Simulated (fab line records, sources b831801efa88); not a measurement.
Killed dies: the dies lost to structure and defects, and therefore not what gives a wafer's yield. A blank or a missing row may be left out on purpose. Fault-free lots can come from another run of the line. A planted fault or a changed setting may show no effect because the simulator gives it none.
Comparing a struck lot with a sound one | flow sky130 | 15 steps out of a route of 708
Sound: these wafers, L361.1, L361.5, L361.6. Struck: wafers L367.2, L367.3, L367.6. At the end, the cause is stated.
For every step that has rows: the tool of each side, followed by ch and its chambers, followed by its first start. Under that, the readings that differ: sound wafers | struck wafers | difference of the means | sigmas: that difference in standard deviations of wafers without a fault.
alike: words and numbers the same on both sides, and readings whose means are apart by under 2 such deviations; not compared: readings that were withheld, readings missing a value for some wafer, numbers with overlapping values and no deviation given by the record, and bounds like >300 which may hide the same value.
A row with sigmas, a row that says differs or no value, or rows on one side alone: a step with any of these is where the two part. When numbers do not overlap yet have no deviation, they are printed without sigmas and do not part them. A reading missing from all wafers of one side parts the sides only when that side holds two or more wafers.

first, 8 steps without rows for these wafers: SKY_METAL4_DEHYDRATE_05 (time 60 s); SKY_METAL4_HMDS_06 (prime time 60 s); SKY_METAL4_COAT_07 (resist thk 60 nm); SKY_METAL4_COAT_08 (resist thk 1140 nm); SKY_METAL4_SOFTBAKE_09 (time 90 s); SKY_METAL4_EXPOSE_10 (exposes mask MM4, target cd 300 nm); SKY_METAL4_PEB_11; SKY_METAL4_DEVELOP_12 (develop time 60 s).
SKY_METAL4_CD_MEAS_13: target cd 300 nm.
  struck on cdSem-02, day 44 15:46; sound on cdSem-02, day 42 18:34
  alike: cdNm
SKY_METAL4_OVL_MEAS_14:
  struck on overlay-02, day 44 15:52; sound on overlay-02, day 42 18:41
reading         | sound      | struck  | difference | sigmas
METAL4_OVL (nm) | -7 -15 -12 | 14 8 17 | +24        | +4
SKY_METAL4_DESCUM_15: chemistry O2, time 8 s.
  sound on rieMetal-03 ch 0,1, day 42 18:43; struck on rieMetal-01 ch 1, day 44 15:54
  alike: drypumpMotorCurrentA, oesProductAu
  not compared: rfHoursCounterH
SKY_METAL4_ETCH_16: etches BARC in N2/H2, stops on SiO2, time 88.2 s, target depth 60 nm.
  sound on rieMetal-03 ch 0,1, day 42 18:45; struck on rieMetal-01 ch 1, day 44 15:56
  alike: biasW, drypumpMotorCurrentA, oesProductAu, throttleValvePct
  not compared: rfHoursCounterH
SKY_METAL4_ETCH_17: etches SiO2 in C4F8/O2/Ar, stops on TiN, time 3.9 s, target depth 15 nm.
  sound on rieDiel-03 ch 0,3, day 42 18:51; struck on rieDiel-04 ch 0,2,3, day 44 16:02
reading             | sound             | struck            | difference | sigmas
oesProductAu (a.u.) | 0.755 0.752 0.750 | 0.692 0.689 0.691 | -0.062     | -9
  alike: biasW
  not compared: rfHoursCounterH
SKY_METAL4_METAL_ETCH_18: etches the open film in Cl2/BCl3, stops on SiO2, target depth 845 nm, time 183.1 s.
  sound on rieMetal-01 ch 0,1, day 42 18:52; struck on rieMetal-03 ch 0,1, day 44 16:03
  alike: biasW, drypumpMotorCurrentA, oesProductAu, throttleValvePct
  not compared: rfHoursCounterH
-- the record jumps here: 4 days lie between the struck wafers' starts before and after (it left off in module METAL4 and takes up again in module PAD_OPEN, whose first step shown is number 708 of the route) --
SKY_PAD_OPEN_PROBE_99:
  struck on prober-01, day 48 06:52; sound on prober-02, day 46 15:35
  alike: defectLimitedYield, killed_at_M0_to_M3, killed_at_M4_up, killedAtContacts, killedAtFrontEnd, killedAtOther, killedDies, killedOpen, killedShort, sort_bin_3_pad_short, sort_bin_5_function, sort_bin_6_memory, sortNPass, sortYieldPct

## WHERE THEY PART
Last at SKY_METAL4_ETCH_17 as far as this record goes, first at SKY_METAL4_OVL_MEAS_14. Later steps at which nothing parts them and some readings are alike: SKY_METAL4_METAL_ETCH_18, SKY_PAD_OPEN_PROBE_99.

WHY: what the simulator had put in
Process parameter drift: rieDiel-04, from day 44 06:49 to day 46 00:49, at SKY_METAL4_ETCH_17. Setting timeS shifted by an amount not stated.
